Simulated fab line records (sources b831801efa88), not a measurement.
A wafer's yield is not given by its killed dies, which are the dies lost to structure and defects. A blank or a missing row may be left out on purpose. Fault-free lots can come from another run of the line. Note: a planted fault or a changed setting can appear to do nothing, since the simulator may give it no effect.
fab line records    flow sky130
record lots=24  wafers=72  last_day=50
route steps=708 shown SD_N@354 LOCAL_INTERCONNECT@388 CAP2M@605 METAL5@663 PASSIVATION@682
lots that met no fault: taken from a fault-free run of the same line
start_h: start of the lot's first displayed wafer, in hours after the record's first day    wait_h: time in hours since the lot's previous step    " identical to the entry in the row above    L1.1+2: a single row standing in for several wafers    - no value, or no start was given    * or withheld: withheld    < > ~ a bound
route shown NAME@n: a module of which the file shows steps, and the number in the route of the first    usual: the fault-free wafers' mean and standard deviation    same: alike in all rows    chamber/n: place in a boat    sites: per-site readings    _std_site: how widely they spread, as a standard deviation    _edge_site: outer sites' mean less inner sites'    radius_mm: how far each site lies from the wafer's centre    mask NAME#n: copy n    behind: the most recent tool/chamber to have shaped the wafer    hold: why the lot was held/for how many hours/how that ended    device: the n, p or np transistor that did not switch    end of line: tests run on the same wafers once the route is complete    a step without rows: its recipe alone    killed: the dies lost at the first sort to structure and to defects; this is not the yield of the wafer    map: a wafer's dies, x killed, . not, _ none there
set.NAME: the run value of the setting; set.NAME@STEP: its run value at that earlier step    model.NAME: the simulator's own value behind a step, which no gauge read
steps of the route over a sample of lots; a table a step, a row a wafer
services: the hour from which a tool's chamber was out of use, counted from the record's first day as start_h (under 0 if before that day), plus the number of hours and why
## steps
# step SKY_SD_N_TW_MEAS_12
# usual SD_N_TW=3986/24
lot.wafer  tool           chamber  start_h  wait_h  SD_N_TW
L074.1     film_metro-04  -        644.17   0.1     3998
L074.2     "              -        "        "       3975
L074.3     "              -        "        "       4002
L075.1     film_metro-04  -        651.32   0.1     4025
L075.3     "              -        "        "       4018
L075.6     "              -        "        "       4034
L076.4     film_metro-03  -        664.20   0.1     3953
L076.5     "              -        "        "       3948
L076.6     "              -        "        "       3953
L077.1     film_metro-03  -        683.17   0.1     3981
L077.2     "              -        "        "       3961
L077.3     "              -        "        "       3987
L078.1     film_metro-01  -        684.12   0.1     3996
L078.2     "              -        "        "       3976
L078.5     "              -        "        "       3974
L080.1     film_metro-01  -        691.07   0.1     3947
L080.2     "              -        "        "       3973
L080.5     "              -        "        "       3962
L079.2     film_metro-04  -        692.53   0.1     4025
L079.3     "              -        "        "       4017
L079.6     "              -        "        "       4005
L081.1     film_metro-04  -        701.62   0.1     4029
L081.2     "              -        "        "       4023
L081.6     "              -        "        "       3991
L082.1     film_metro-01  -        726.97   0.1     3978
L082.3     "              -        "        "       3974
L082.6     "              -        "        "       3976
L084.3     film_metro-01  -        729.69   0.1     3975
L084.4     "              -        "        "       3968
L084.6     "              -        "        "       3990
L083.3     film_metro-04  -        733.69   0.1     4019
L083.4     "              -        "        "       3996
L083.5     "              -        "        "       4018
L085.1     film_metro-04  -        741.57   0.1     4011
L085.4     "              -        "        "       4003
L085.5     "              -        "        "       4002
L086.2     film_metro-04  -        744.38   0.1     4031
L086.3     "              -        "        "       4062
L086.4     "              -        "        "       4027
L087.1     film_metro-03  -        753.47   0.1     3953
L087.3     "              -        "        "       3983
L087.4     "              -        "        "       3966
L088.3     film_metro-03  -        761.79   0.1     3999
L088.4     "              -        "        "       3970
L088.6     "              -        "        "       3987
L089.3     film_metro-01  -        765.89   0.1     3957
L089.4     "              -        "        "       3969
L089.6     "              -        "        "       3974
L090.2     film_metro-01  -        772.88   0.1     4003
L090.3     "              -        "        "       3989
L090.4     "              -        "        "       3992
L091.2     film_metro-01  -        784.43   0.1     4014
L091.4     "              -        "        "       3983
L091.6     "              -        "        "       4002
L092.2     film_metro-03  -        792.53   0.1     3982
L092.3     "              -        "        "       3968
L092.6     "              -        "        "       3976
L094.2     film_metro-01  -        799.68   0.1     3981
L094.3     "              -        "        "       3993
L094.5     "              -        "        "       3976
L095.1     film_metro-01  -        809.07   0.1     3975
L095.2     "              -        "        "       3990
L095.4     "              -        "        "       3990
L093.1     film_metro-03  -        809.22   0.1     3960
L093.3     "              -        "        "       3954
L093.5     "              -        "        "       3969
L096.1     film_metro-03  -        815.47   0.1     3973
L096.2     "              -        "        "       3992
L096.4     "              -        "        "       3976
L097.1     film_metro-04  -        824.37   0.1     3956
L097.4     "              -        "        "       3972
L097.5     "              -        "        "       3960
# step SKY_LOCAL_INTERCONNECT_RS_MEAS_01
# recipe thk_meas_gauge=four-point-probe  reads=TiN_of_LOCAL_INTERCONNECT_SPUTTER_00
# usual LOCAL_INTERCONNECT_TIN_RS=14.05/0.18
lot.wafer  tool           chamber  start_h  wait_h  LOCAL_INTERCONNECT_TIN_RS[ohm/sq]
L074.1     film_metro-01  -        674.75   0.0     14.33
L074.2     "              -        "        "       14.28
L074.3     "              -        "        "       14.20
L075.1     film_metro-02  -        682.30   0.0     14.17
L075.3     "              -        "        "       13.93
L075.6     "              -        "        "       14.11
L076.4     film_metro-03  -        694.97   0.1     13.89
L076.5     "              -        "        "       14.07
L076.6     "              -        "        "       14.05
L077.1     film_metro-03  -        713.38   0.0     14.02
L077.2     "              -        "        "       13.99
L077.3     "              -        "        "       13.91
L078.1     film_metro-03  -        714.22   0.0     13.99
L078.2     "              -        "        "       14.10
L078.5     "              -        "        "       14.15
L080.1     film_metro-01  -        721.74   0.0     13.87
L080.2     "              -        "        "       13.76
L080.5     "              -        "        "       13.96
L079.2     film_metro-03  -        722.61   0.1     14.30
L079.3     "              -        "        "       14.18
L079.6     "              -        "        "       14.28
L081.1     film_metro-02  -        731.45   0.0     14.06
L081.2     "              -        "        "       14.02
L081.6     "              -        "        "       13.92
L082.1     film_metro-01  -        755.90   0.0     14.05
L082.3     "              -        "        "       13.95
L082.6     "              -        "        "       13.96
L084.3     film_metro-03  -        759.86   0.1     13.97
L084.4     "              -        "        "       14.17
L084.6     "              -        "        "       14.20
L083.3     film_metro-03  -        764.09   0.1     13.97
L083.4     "              -        "        "       14.28
L083.5     "              -        "        "       14.02
L085.1     film_metro-01  -        771.27   0.0     13.97
L085.4     "              -        "        "       13.95
L085.5     "              -        "        "       14.20
L086.2     film_metro-03  -        773.62   0.1     13.93
L086.3     "              -        "        "       14.07
L086.4     "              -        "        "       13.83
L087.1     film_metro-03  -        782.99   0.0     13.97
L087.3     "              -        "        "       14.12
L087.4     "              -        "        "       14.04
L088.3     film_metro-03  -        790.95   0.1     13.83
L088.4     "              -        "        "       14.04
L088.6     "              -        "        "       13.82
L089.3     film_metro-02  -        794.96   0.1     13.88
L089.4     "              -        "        "       13.78
L089.6     "              -        "        "       13.79
L090.2     film_metro-01  -        801.53   0.1     14.25
L090.3     "              -        "        "       14.07
L090.4     "              -        "        "       14.41
L091.2     film_metro-01  -        813.62   0.1     13.91
L091.4     "              -        "        "       13.98
L091.6     "              -        "        "       13.79
L092.2     film_metro-01  -        821.82   0.1     14.07
L092.3     "              -        "        "       13.94
L092.6     "              -        "        "       13.94
L094.2     film_metro-01  -        828.87   0.1     14.47
L094.3     "              -        "        "       14.14
L094.5     "              -        "        "       14.32
L095.1     film_metro-03  -        837.75   0.0     13.98
L095.2     "              -        "        "       13.92
L095.4     "              -        "        "       13.84
L093.1     film_metro-02  -        837.89   0.0     14.14
L093.3     "              -        "        "       14.28
L093.5     "              -        "        "       14.33
L096.1     film_metro-03  -        844.56   0.0     14.19
L096.2     "              -        "        "       14.03
L096.4     "              -        "        "       13.96
L097.1     film_metro-02  -        853.85   0.0     14.19
L097.4     "              -        "        "       14.25
L097.5     "              -        "        "       14.39
# step SKY_CAP2M_SPUTTER_02
# recipe material=TiN  target_thk_nm=200  temp_c=300  power_w=6500  time_s=166.7  chamber_pressure_pa=0.4
# usual throttle_valve_pct=29.9/1.1
lot.wafer  tool            chamber  start_h  wait_h  throttle_valve_pct
L074.1     pvd_sputter-02  -        928.56   0.1     30.2
L074.2     "               -        "        "       30.7
L074.3     "               -        "        "       27.9
L075.1     pvd_sputter-02  -        933.17   0.1     30.5
L075.3     "               -        "        "       30.2
L075.6     "               -        "        "       28.2
L076.4     pvd_sputter-03  -        945.30   0.0     30.9
L076.5     "               -        "        "       30.8
L076.6     "               -        "        "       31.4
L077.1     pvd_sputter-04  -        962.13   0.1     29.6
L077.2     "               -        "        "       30.3
L077.3     "               -        "        "       30.4
L078.1     pvd_sputter-02  -        963.28   0.1     30.8
L078.2     "               -        "        "       30.4
L078.5     "               -        "        "       30.6
L080.1     pvd_sputter-02  -        968.86   0.1     30.4
L080.2     "               -        "        "       30.8
L080.5     "               -        "        "       27.9
L079.2     pvd_sputter-02  -        970.17   0.0     30.8
L079.3     "               -        "        "       30.2
L079.6     "               -        "        "       30.2
L081.1     pvd_sputter-02  -        977.96   0.1     29.8
L081.2     "               -        "        "       27.9
L081.6     "               -        "        "       27.9
L082.1     pvd_sputter-03  -        998.52   0.1     31.3
L082.3     "               -        "        "       28.9
L082.6     "               -        "        "       29.6
L084.3     pvd_sputter-03  -        1000.96  0.0     30.8
L084.4     "               -        "        "       29.6
L084.6     "               -        "        "       28.8
L083.3     pvd_sputter-04  -        1006.14  0.0     30.5
L083.4     "               -        "        "       30.2
L083.5     "               -        "        "       29.4
L085.1     pvd_sputter-02  -        1012.64  0.1     30.1
L085.4     "               -        "        "       30.3
L085.5     "               -        "        "       30.1
L086.2     pvd_sputter-04  -        1013.85  0.0     29.7
L086.3     "               -        "        "       28.4
L086.4     "               -        "        "       30.1
L087.1     pvd_sputter-04  -        1023.85  0.1     28.9
L087.3     "               -        "        "       30.6
L087.4     "               -        "        "       30.4
L088.3     pvd_sputter-04  -        1029.75  0.0     30.2
L088.4     "               -        "        "       28.6
L088.6     "               -        "        "       30.5
L089.3     pvd_sputter-03  -        1032.21  0.0     28.9
L089.4     "               -        "        "       31.5
L089.6     "               -        "        "       28.7
L090.2     pvd_sputter-03  -        1037.87  0.0     28.8
L090.3     "               -        "        "       29.6
L090.4     "               -        "        "       31.5
L091.2     pvd_sputter-03  -        1047.67  0.0     30.9
L091.4     "               -        "        "       31.9
L091.6     "               -        "        "       29.7
L092.2     pvd_sputter-03  -        1055.89  0.0     29.6
L092.3     "               -        "        "       31.2
L092.6     "               -        "        "       29.4
L094.2     pvd_sputter-03  -        1062.33  0.0     28.9
L094.3     "               -        "        "       29.7
L094.5     "               -        "        "       30.9
L093.1     pvd_sputter-03  -        1067.44  0.1     31.5
L093.3     "               -        "        "       30.9
L093.5     "               -        "        "       31.8
L095.1     pvd_sputter-03  -        1068.61  0.1     31.6
L095.2     "               -        "        "       30.9
L095.4     "               -        "        "       29.5
L096.1     pvd_sputter-02  -        1074.01  0.1     30.4
L096.2     "               -        "        "       30.8
L096.4     "               -        "        "       27.9
L097.1     pvd_sputter-02  -        1079.17  0.1     30.1
L097.4     "               -        "        "       30.3
L097.5     "               -        "        "       30.8
# step SKY_METAL5_SPUTTER_02
# recipe material=AlCu  target_thk_nm=1150  power_w=10600  time_s=61.2  chamber_pressure_pa=0.4
# usual throttle_valve_pct=30.2/1
lot.wafer  tool            chamber  start_h  wait_h  throttle_valve_pct
L074.1     pvd_sputter-03  -        1004.84  0.0     28.9
L074.2     "               -        "        "       29.5
L074.3     "               -        "        "       31.6
L075.1     pvd_sputter-02  -        1006.94  0.0     29.9
L075.3     "               -        "        "       30.4
L075.6     "               -        "        "       30.3
L076.4     pvd_sputter-03  -        1020.55  0.0     28.8
L076.5     "               -        "        "       30.8
L076.6     "               -        "        "       28.8
L077.1     pvd_sputter-03  -        1035.38  0.0     29.7
L077.2     "               -        "        "       28.9
L077.3     "               -        "        "       31.7
L078.1     pvd_sputter-01  -        1037.09  0.0     31.0
L078.2     "               -        "        "       30.6
L078.5     "               -        "        "       30.7
L080.1     pvd_sputter-03  -        1042.49  0.0     28.7
L080.2     "               -        "        "       31.8
L080.5     "               -        "        "       31.7
L079.2     pvd_sputter-02  -        1043.06  0.0     30.2
L079.3     "               -        "        "       28.2
L079.6     "               -        "        "       30.1
L081.1     pvd_sputter-01  -        1050.66  0.0     29.3
L081.2     "               -        "        "       31.0
L081.6     "               -        "        "       30.8
L082.1     pvd_sputter-02  -        1068.41  0.0     28.1
L082.3     "               -        "        "       30.4
L082.6     "               -        "        "       30.6
L084.3     pvd_sputter-01  -        1071.16  0.0     29.5
L084.4     "               -        "        "       31.0
L084.6     "               -        "        "       30.3
L083.3     pvd_sputter-01  -        1075.65  0.0     31.6
L083.4     "               -        "        "       31.1
L083.5     "               -        "        "       31.9
L085.1     pvd_sputter-03  -        1082.96  0.0     31.8
L085.4     "               -        "        "       29.1
L085.5     "               -        "        "       30.9
L086.2     pvd_sputter-01  -        1084.03  0.0     30.8
L086.3     "               -        "        "       31.6
L086.4     "               -        "        "       31.4
L087.1     pvd_sputter-02  -        1093.01  0.0     30.4
L087.3     "               -        "        "       27.9
L087.4     "               -        "        "       30.6
L088.3     pvd_sputter-01  -        1095.97  0.0     30.4
L088.4     "               -        "        "       30.9
L088.6     "               -        "        "       31.3
L089.3     pvd_sputter-03  -        1099.93  0.0     31.6
L089.4     "               -        "        "       28.8
L089.6     "               -        "        "       31.0
L090.2     pvd_sputter-03  -        1105.76  0.0     28.8
L090.3     "               -        "        "       31.3
L090.4     "               -        "        "       30.9
L091.2     pvd_sputter-02  -        1113.42  0.0     28.1
L091.4     "               -        "        "       30.2
L091.6     "               -        "        "       30.2
L092.2     pvd_sputter-01  -        1120.32  0.0     29.6
L092.3     "               -        "        "       30.9
L092.6     "               -        "        "       30.4
L094.2     pvd_sputter-02  -        1128.52  0.0     30.7
L094.3     "               -        "        "       29.9
L094.5     "               -        "        "       30.3
L093.1     pvd_sputter-01  -        1132.00  0.0     29.2
L093.3     "               -        "        "       30.7
L093.5     "               -        "        "       30.5
L095.1     pvd_sputter-01  -        1132.97  0.0     31.4
L095.2     "               -        "        "       30.3
L095.4     "               -        "        "       29.6
L096.1     pvd_sputter-01  -        1137.99  0.0     29.5
L096.2     "               -        "        "       30.9
L096.4     "               -        "        "       30.2
L097.1     pvd_sputter-02  -        1141.63  0.0     30.7
L097.4     "               -        "        "       30.4
L097.5     "               -        "        "       28.1
# step SKY_METAL5_RS_MEAS_05
# recipe thk_meas_gauge=four-point-probe  reads=TiN_of_METAL5_SPUTTER_04+Ti_of_METAL5_SPUTTER_03+AlCu_of_METAL5_SPUTTER_02+TiN_of_METAL5_SPUTTER_01+Ti_of_METAL5_SPUTTER_00
# usual METAL5_ALCU_RS=0.02723/0.00023
lot.wafer  tool           chamber  start_h  wait_h  METAL5_ALCU_RS[ohm/sq]
L074.1     film_metro-01  -        1004.96  0.0     0.02714
L074.2     "              -        "        "       0.02718
L074.3     "              -        "        "       0.02713
L075.1     film_metro-01  -        1007.06  0.0     0.02706
L075.3     "              -        "        "       0.02717
L075.6     "              -        "        "       0.02704
L076.4     film_metro-04  -        1020.73  0.1     0.02739
L076.5     "              -        "        "       0.02731
L076.6     "              -        "        "       0.02717
L077.1     film_metro-02  -        1035.50  0.0     0.02749
L077.2     "              -        "        "       0.02744
L077.3     "              -        "        "       0.02716
L078.1     film_metro-02  -        1037.21  0.0     0.02741
L078.2     "              -        "        "       0.02717
L078.5     "              -        "        "       0.02748
L080.1     film_metro-02  -        1042.61  0.0     0.02705
L080.2     "              -        "        "       0.0271
L080.5     "              -        "        "       0.02679
L079.2     film_metro-01  -        1043.20  0.0     0.02733
L079.3     "              -        "        "       0.02735
L079.6     "              -        "        "       0.02707
L081.1     film_metro-02  -        1050.78  0.0     0.02681
L081.2     "              -        "        "       0.02721
L081.6     "              -        "        "       0.02742
L082.1     film_metro-02  -        1068.53  0.0     0.02701
L082.3     "              -        "        "       0.02713
L082.6     "              -        "        "       0.02703
L084.3     film_metro-01  -        1071.32  0.1     0.02741
L084.4     "              -        "        "       0.02798
L084.6     "              -        "        "       0.02763
L083.3     film_metro-04  -        1075.81  0.1     0.02749
L083.4     "              -        "        "       0.02763
L083.5     "              -        "        "       0.02775
L085.1     film_metro-02  -        1083.07  0.0     0.02724
L085.4     "              -        "        "       0.02713
L085.5     "              -        "        "       0.02725
L086.2     film_metro-02  -        1084.17  0.0     0.02715
L086.3     "              -        "        "       0.02752
L086.4     "              -        "        "       0.02731
L087.1     film_metro-02  -        1093.12  0.0     0.02726
L087.3     "              -        "        "       0.02722
L087.4     "              -        "        "       0.02705
L088.3     film_metro-04  -        1096.13  0.1     0.02711
L088.4     "              -        "        "       0.02739
L088.6     "              -        "        "       0.02736
L089.3     film_metro-04  -        1100.09  0.1     0.02726
L089.4     "              -        "        "       0.02724
L089.6     "              -        "        "       0.02745
L090.2     film_metro-04  -        1105.90  0.0     0.02704
L090.3     "              -        "        "       0.02693
L090.4     "              -        "        "       0.02725
L091.2     film_metro-04  -        1113.56  0.0     0.02708
L091.4     "              -        "        "       0.02685
L091.6     "              -        "        "       0.02699
L092.2     film_metro-01  -        1120.46  0.0     0.02677
L092.3     "              -        "        "       0.02704
L092.6     "              -        "        "       0.02715
L094.2     film_metro-04  -        1128.66  0.0     0.02716
L094.3     "              -        "        "       0.02715
L094.5     "              -        "        "       0.02715
L093.1     film_metro-01  -        1132.12  0.0     0.0269
L093.3     "              -        "        "       0.02739
L093.5     "              -        "        "       0.02715
L095.1     film_metro-04  -        1133.09  0.0     0.02724
L095.2     "              -        "        "       0.0272
L095.4     "              -        "        "       0.02699
L096.1     film_metro-01  -        1138.11  0.0     0.02724
L096.2     "              -        "        "       0.02749
L096.4     "              -        "        "       0.0275
L097.1     film_metro-02  -        1141.75  0.0     0.02689
L097.4     "              -        "        "       0.02678
L097.5     "              -        "        "       0.02703
# step SKY_PASSIVATION_THK_MEAS_01
# recipe reads=SiO2_of_PASSIVATION_CVD_00
# usual PASSIVATION_CVD_00_THK=90.1/1.3
lot.wafer  tool           chamber  start_h  wait_h  PASSIVATION_CVD_00_THK[nm]
L074.1     film_metro-03  -        1028.48  -       88.7
L074.2     "              -        "        "       89.7
L074.3     "              -        "        "       89.7
L075.1     film_metro-04  -        1030.84  -       88.7
L075.3     "              -        "        "       88.9
L075.6     "              -        "        "       89.9
L076.4     film_metro-01  -        1043.73  -       90.1
L076.5     "              -        "        "       92.1
L076.6     "              -        "        "       90.0
L077.1     film_metro-03  -        1058.04  -       87.9
L077.2     "              -        "        "       89.8
L077.3     "              -        "        "       89.1
L078.1     film_metro-04  -        1059.80  -       89.8
L078.2     "              -        "        "       89.2
L078.5     "              -        "        "       91.6
L080.1     film_metro-04  -        1065.27  -       88.8
L080.2     "              -        "        "       88.4
L080.5     "              -        "        "       91.0
L079.2     film_metro-04  -        1066.11  -       89.1
L079.3     "              -        "        "       89.5
L079.6     "              -        "        "       90.8
L081.1     film_metro-04  -        1072.84  -       91.5
L081.2     "              -        "        "       91.2
L081.6     "              -        "        "       92.4
L082.1     film_metro-01  -        1089.76  -       88.6
L082.3     "              -        "        "       89.2
L082.6     "              -        "        "       91.1
L084.3     film_metro-01  -        1093.12  -       88.8
L084.4     "              -        "        "       90.2
L084.6     "              -        "        "       90.0
L083.3     film_metro-03  -        1097.96  -       88.5
L083.4     "              -        "        "       89.4
L083.5     "              -        "        "       90.4
L085.1     film_metro-03  -        1104.39  -       87.6
L085.4     "              -        "        "       89.6
L085.5     "              -        "        "       90.5
L086.2     film_metro-04  -        1105.79  -       90.2
L086.3     "              -        "        "       89.4
L086.4     "              -        "        "       90.3
L087.1     film_metro-04  -        1113.78  -       90.8
L087.3     "              -        "        "       89.3
L087.4     "              -        "        "       91.1
L088.3     film_metro-01  -        1116.75  -       87.3
L088.4     "              -        "        "       90.2
L088.6     "              -        "        "       91.2
L089.3     film_metro-03  -        1120.04  -       91.6
L089.4     "              -        "        "       92.6
L089.6     "              -        "        "       92.5
L090.2     film_metro-04  -        1126.26  -       88.6
L090.3     "              -        "        "       89.2
L090.4     "              -        "        "       89.3
L091.2     film_metro-04  -        1133.65  -       89.3
L091.4     "              -        "        "       91.0
L091.6     "              -        "        "       91.3
L092.2     film_metro-01  -        1140.54  -       90.5
L092.3     "              -        "        "       90.4
L092.6     "              -        "        "       92.1
L094.2     film_metro-01  -        1148.00  -       90.5
L094.3     "              -        "        "       90.9
L094.5     "              -        "        "       93.0
L093.1     film_metro-04  -        1151.57  -       89.0
L093.3     "              -        "        "       88.7
L093.5     "              -        "        "       89.4
L095.1     film_metro-01  -        1152.75  -       91.2
L095.2     "              -        "        "       91.3
L095.4     "              -        "        "       92.0
L096.1     film_metro-03  -        1157.63  -       89.3
L096.2     "              -        "        "       88.9
L096.4     "              -        "        "       90.1
L097.1     film_metro-03  -        1160.58  -       88.6
L097.4     "              -        "        "       90.6
L097.5     "              -        "        "       89.4
## services
tool            chamber  start_h  hours  kind
pvd_sputter-03  3        906.36   -      consumable_replace:kit
pvd_sputter-03  3        906.36   18.0   scheduled_down
pvd_sputter-03  3        906.36   18.0   vent_cycle
pvd_sputter-01  -        923.44   2.4    repair
pvd_sputter-03  -        924.54   0.7    repair
pvd_sputter-04  -        939.48   7.5    repair
pvd_sputter-01  -        948.70   1.9    repair
pvd_sputter-03  -        953.60   6.0    repair
pvd_sputter-03  -        954.75   1.9    repair
pvd_sputter-01  -        998.38   2.1    repair
pvd_sputter-02  3        1007.06  -      consumable_replace:kit
pvd_sputter-02  3        1007.06  18.0   scheduled_down
pvd_sputter-02  3        1007.06  18.0   vent_cycle
pvd_sputter-03  2        1029.12  -      consumable_replace:kit
pvd_sputter-03  2        1029.12  18.0   scheduled_down
pvd_sputter-03  2        1029.12  18.0   vent_cycle
pvd_sputter-02  -        1047.64  4.9    repair
pvd_sputter-01  -        1063.41  7.6    repair
pvd_sputter-01  -        1079.57  3.6    repair
pvd_sputter-03  -        1085.15  4.0    repair
pvd_sputter-02  -        1103.67  3.2    repair
pvd_sputter-02  2        1127.30  -      consumable_replace:kit
pvd_sputter-02  2        1127.30  18.0   scheduled_down
pvd_sputter-02  2        1127.30  18.0   vent_cycle
## key
fault none
